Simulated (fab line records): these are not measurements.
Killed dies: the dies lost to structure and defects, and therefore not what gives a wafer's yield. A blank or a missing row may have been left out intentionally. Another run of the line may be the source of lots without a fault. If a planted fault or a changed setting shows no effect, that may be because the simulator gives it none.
Which tool did it? | flow sky130 | 15 lots with 45 wafers sampled at 6 steps, on a route of 708 steps

## WHAT THE GAUGES READ, wafer by wafer
SKY_VT_ADJUST_LVTN_OVL_MEAS_07. Usual: VT_ADJUST_LVTN_OVL -0.2 nm, standard deviation 1.6.
lot  | measured     | on         | VT_ADJUST_LVTN_OVL (nm) | flag
L535 | day 6 12:51  | overlay-01 | -0.9 0.9 -0.3           |
L536 | day 7 06:42  | overlay-01 | -1.9 -0.9 -1.0          |
L538 | day 8 01:35  | overlay-01 | 1.3 -1.3 0.3            |
L539 | day 8 00:55  | overlay-02 | -1.8 -2.1 -1.2          |
L542 | day 9 09:59  | overlay-02 | - - -                   | OFF
L544 | day 9 10:18  | overlay-01 | - - -                   | OFF
L545 | day 9 12:52  | overlay-01 | - - -                   | OFF
L550 | day 10 23:54 | overlay-01 | 1.3 -0.2 2.6            |
L552 | day 11 11:59 | overlay-01 | 0.2 -1.0 0.3            |
L553 | day 11 17:12 | overlay-01 | -0.3 1.0 1.0            |
L554 | day 11 22:36 | overlay-01 | 0.5 0.4 1.1             |
L555 | day 12 08:35 | overlay-02 | -0.2 -1.4 0.2           |
L556 | day 12 14:43 | overlay-01 | -0.5 1.8 -0.3           |
L557 | day 12 22:59 | overlay-02 | -0.7 -3.1 -1.9          |
L558 | day 13 13:14 | overlay-01 | -2.0 -0.8 0.8           |

SKY_VT_ADJUST_LVTN_TW_MEAS_21. Usual: VT_ADJUST_LVTN_2_TW 189.8, standard deviation 2.2.
lot  | measured     | on            | VT_ADJUST_LVTN_2_TW | flag
L535 | day 7 08:31  | film-metro-04 | 187.2 186.9 186.8   |
L536 | day 8 02:47  | film-metro-03 | 188.3 187.5 188.6   |
L538 | day 8 21:37  | film-metro-01 | 191.3 193.1 191.6   |
L539 | day 8 21:12  | film-metro-03 | 188.0 188.8 187.9   |
L542 | day 10 07:53 | film-metro-04 | 267.9 267.0 267.1   | OFF
L544 | day 10 08:52 | film-metro-01 | 272.4 270.7 271.5   | OFF
L545 | day 10 10:50 | film-metro-01 | 271.9 272.6 273.1   | OFF
L550 | day 12 00:16 | film-metro-01 | 193.9 192.9 193.9   |
L552 | day 12 13:02 | film-metro-04 | 188.7 187.7 187.9   |
L553 | day 12 18:06 | film-metro-01 | 193.4 193.2 194.6   |
L554 | day 12 23:38 | film-metro-01 | 192.6 194.0 192.9   |
L555 | day 13 09:58 | film-metro-03 | 188.9 189.4 189.3   |
L556 | day 13 16:38 | film-metro-04 | 188.2 188.4 188.3   |
L557 | day 14 00:28 | film-metro-01 | 193.7 192.9 193.4   |
L558 | day 14 15:38 | film-metro-04 | 187.9 188.2 188.5   |

SKY_VT_ADJUST_NCORE_TW_MEAS_11. Usual: VT_ADJUST_NCORE_TW 219.6, standard deviation 1.1.
lot  | measured     | on            | VT_ADJUST_NCORE_TW | flag
L535 | day 8 04:19  | film-metro-04 | 218.3 220.0 219.0  |
L536 | day 8 22:44  | film-metro-02 | 220.7 220.5 221.0  |
L538 | day 9 19:25  | film-metro-04 | 220.3 218.9 219.0  |
L539 | day 9 18:39  | film-metro-02 | 221.8 220.5 221.0  |
L542 | day 11 06:42 | film-metro-03 | 284.4 283.6 284.7  | OFF
L544 | day 11 07:36 | film-metro-03 | 283.8 285.2 283.8  | OFF
L545 | day 11 09:25 | film-metro-02 | 283.7 285.1 284.0  | OFF
L550 | day 13 01:41 | film-metro-04 | 219.6 219.4 217.9  |
L552 | day 13 14:27 | film-metro-03 | 221.1 219.9 221.0  |
L553 | day 13 19:14 | film-metro-04 | 218.7 219.9 218.9  |
L554 | day 14 01:46 | film-metro-03 | 219.4 220.3 219.3  |
L555 | day 14 12:41 | film-metro-04 | 219.8 221.0 219.8  |
L556 | day 14 19:13 | film-metro-03 | 219.3 218.6 219.6  |
L557 | day 15 03:17 | film-metro-04 | 217.8 217.9 218.8  |
L558 | day 15 18:14 | film-metro-03 | 219.9 219.3 219.4  |

SKY_CONTACT_THK_MEAS_03. Usual: CONTACT_HDPCVD_THK 566 nm, standard deviation 5.2.
lot  | measured     | on            | CONTACT_HDPCVD_THK (nm) | flag
L535 | day 29 17:01 | film-metro-03 | 561 570 568             |
L536 | day 30 19:19 | film-metro-02 | 563 571 567             |
L538 | day 31 22:51 | film-metro-02 | 560 558 559             |
L539 | day 31 18:15 | film-metro-02 | 566 559 569             |
L542 | day 33 16:27 | film-metro-03 | 571 574 570             |
L544 | day 33 16:41 | film-metro-02 | 564 563 559             |
L545 | day 33 19:27 | film-metro-02 | 563 562 558             |
L550 | day 35 21:35 | film-metro-02 | 574 575 570             |
L552 | day 35 22:19 | film-metro-04 | 564 575 572             |
L553 | day 36 02:08 | film-metro-04 | 564 564 566             |
L554 | day 36 14:40 | film-metro-04 | 567 566 565             |
L555 | day 37 01:26 | film-metro-03 | 567 564 559             |
L556 | day 37 02:36 | film-metro-04 | 572 571 573             |
L557 | day 37 09:54 | film-metro-03 | 569 567 565             |
L558 | day 38 00:04 | film-metro-04 | 570 570 570             |

## EACH LOT AND THE TOOL THAT RAN IT (in order: tool; ch and the chambers of the sampled wafers; start)
lot  | SKY_FIELD_ISO_ETCH_14             | SKY_VT_ADJUST_LVTN_COAT_02
L535 | rie-diel-03 ch 0,1,2, day 2 04:30 | litho-track-04 ch 0, day 6 03:29
L536 | rie-diel-03 ch 0,1,3, day 2 10:00 | litho-track-02 ch 0, day 6 20:36
L538 | rie-diel-01 ch 0,3, day 2 21:00   | litho-track-02 ch 0, day 7 15:36
L539 | rie-diel-03 ch 2,3, day 3 00:54   | litho-track-04 ch 0, day 7 15:10
L542 | rie-diel-03 ch 1,2, day 3 22:21   | litho-track-04, day 8 22:38
L544 | rie-diel-01 ch 0,1, day 4 03:57   | litho-track-04, day 8 23:17
L545 | rie-diel-01 ch 1,2, day 4 11:37   | litho-track-02, day 9 01:33
L550 | rie-diel-03 ch 0,1,3, day 5 10:50 | litho-track-01 ch 0, day 10 12:20
L552 | rie-diel-01 ch 1,2,3, day 5 21:25 | litho-track-04 ch 0, day 11 00:07
L553 | rie-diel-02 ch 0,2,3, day 6 01:42 | litho-track-01 ch 0, day 11 05:14
L554 | rie-diel-03 ch 0,1,3, day 6 06:46 | litho-track-04 ch 0, day 11 10:05
L555 | rie-diel-02 ch 0,1,3, day 6 15:44 | litho-track-01 ch 0, day 11 20:20
L556 | rie-diel-03 ch 1,2, day 6 20:34   | litho-track-01 ch 0, day 12 02:26
L557 | rie-diel-03 ch 0,2, day 6 22:46   | litho-track-04 ch 0, day 12 09:35
L558 | rie-diel-03 ch 0,2,3, day 7 06:51 | litho-track-02 ch 0, day 13 00:28
- SKY_FIELD_ISO_ETCH_14: etches BARC in N2/H2, stops on SiO2, time 45.9 s, target depth 60 nm.
- SKY_VT_ADJUST_LVTN_COAT_02: resist thk 3000 nm.

## WHAT THE TOOLS THEMSELVES READ (means of the sampled wafers that have a number; where no wafer has one, the mark that the record gives instead)
SKY_FIELD_ISO_ETCH_14. Usual: chamber-pressure-mTorr 30.002 mTorr, standard deviation 0.03; drypump-motor-current-A 5.7 A, standard deviation 0.51; h2-flow-sccm 200.0 sccm, standard deviation 0.54; oes-product-au 0.855 a.u., standard deviation 0.0051; throttle-valve-pct 13.225 %, standard deviation 0.009.
lot  | tool        | chamber-pressure-mTorr (mTorr) | drypump-motor-current-A (A) | h2-flow-sccm (sccm) | oes-product-au (a.u.) | throttle-valve-pct (%) | flag
L535 | rie-diel-03 | 30.006                         | 5.7                         | 200.3               | 0.850                 | 13.224                 |
L536 | rie-diel-03 | 30.006                         | 5.9                         | 200.4               | 0.861                 | 13.232                 |
L538 | rie-diel-01 | 29.985                         | 6.0                         | 199.6               | 0.856                 | 13.217                 |
L539 | rie-diel-03 | 30.040                         | 6.1                         | 200.0               | 0.853                 | 13.213                 |
L542 | rie-diel-03 | 30.036                         | 5.8                         | 199.8               | 0.851                 | 13.219                 |
L544 | rie-diel-01 | 29.974                         | 6.1                         | 199.7               | 0.855                 | 13.225                 |
L545 | rie-diel-01 | 29.976                         | 6.2                         | 199.9               | 0.859                 | 13.227                 |
L550 | rie-diel-03 | 30.024                         | 5.9                         | 200.3               | 0.853                 | 13.220                 |
L552 | rie-diel-01 | 29.988                         | 6.2                         | 200.5               | 0.857                 | 13.216                 |
L553 | rie-diel-02 | 30.003                         | 5.0                         | 199.6               | 0.855                 | 13.225                 |
L554 | rie-diel-03 | 30.001                         | 5.8                         | 199.4               | 0.860                 | 13.223                 |
L555 | rie-diel-02 | 29.990                         | 5.1                         | 200.4               | 0.859                 | 13.223                 |
L556 | rie-diel-03 | 30.022                         | 5.8                         | 200.5               | 0.857                 | 13.227                 |
L557 | rie-diel-03 | 30.003                         | 5.7                         | 200.1               | 0.853                 | 13.225                 |
L558 | rie-diel-03 | 30.001                         | 5.8                         | 200.4               | 0.854                 | 13.217                 |

SKY_VT_ADJUST_LVTN_COAT_02. Usual: chill-plate-temp-C 23.02 C, standard deviation 0.097; dispense-pressure-kPa 50.6 kPa, standard deviation 1.1; resist-line-temp-C 23.00 C, standard deviation 0.087; spin-speed-rpm 1999.9 rpm, standard deviation 1.3.
lot  | tool           | chill-plate-temp-C (C) | dispense-pressure-kPa (kPa) | resist-line-temp-C (C) | spin-speed-rpm (rpm) | flag
L535 | litho-track-04 | 23.08                  | 50.1                        | 22.91                  | 1997.5               |
L536 | litho-track-02 | 23.04                  | 49.8                        | 22.98                  | 1998.8               |
L538 | litho-track-02 | 22.94                  | 49.8                        | 22.97                  | 2000.0               |
L539 | litho-track-04 | 22.92                  | 50.1                        | 23.03                  | 2000.3               |
L542 | litho-track-04 | -                      | -                           | -                      | -                    | OFF
L544 | litho-track-04 | -                      | -                           | -                      | -                    | OFF
L545 | litho-track-02 | -                      | -                           | -                      | -                    | OFF
L550 | litho-track-01 | 23.05                  | 52.5                        | 22.87                  | 1999.9               |
L552 | litho-track-04 | 22.90                  | 50.1                        | 23.01                  | 1999.6               |
L553 | litho-track-01 | 22.83                  | 52.5                        | 23.07                  | 2000.3               |
L554 | litho-track-04 | 23.03                  | 50.1                        | 22.99                  | 2000.7               |
L555 | litho-track-01 | 23.00                  | 52.5                        | 23.07                  | 2000.1               |
L556 | litho-track-01 | 23.01                  | 52.5                        | 23.05                  | 2000.4               |
L557 | litho-track-04 | 23.03                  | 50.1                        | 23.02                  | 2000.7               |
L558 | litho-track-02 | 23.02                  | 49.8                        | 22.96                  | 2000.5               |

## THE ANSWER, worked out from the rows above alone
Rule: a lot is off if the mean of its wafers that have a number lies more than 3 standard deviations from the usual mean. Also off: a lot with no number at a reading for which 4 or more lots have one. Any other lot the step has rows for is counted as sound. First the gauges in route order, then the tools' own readings, where a lot's mean is used as printed above. The first step at which some lot is off is used, and at that step the reading that is off furthest; a lot without a number counts as furthest.
Off: L542, L544, L545, at SKY_VT_ADJUST_LVTN_OVL_MEAS_07 (VT_ADJUST_LVTN_OVL). Without a number there: L542, L544, L545.
A tool fits if, at a process step before that reading, it ran every lot that is off, and no sound lot after the first of them. The gauges at SKY_VT_ADJUST_LVTN_OVL_MEAS_07 aren't tried: what is off there is off at SKY_VT_ADJUST_LVTN_TW_MEAS_21 too, on other tools, and a gauge's error can't cause that. Not one of the candidates tried fits.

## WHAT WAS PUT IN BY THE SIMULATOR
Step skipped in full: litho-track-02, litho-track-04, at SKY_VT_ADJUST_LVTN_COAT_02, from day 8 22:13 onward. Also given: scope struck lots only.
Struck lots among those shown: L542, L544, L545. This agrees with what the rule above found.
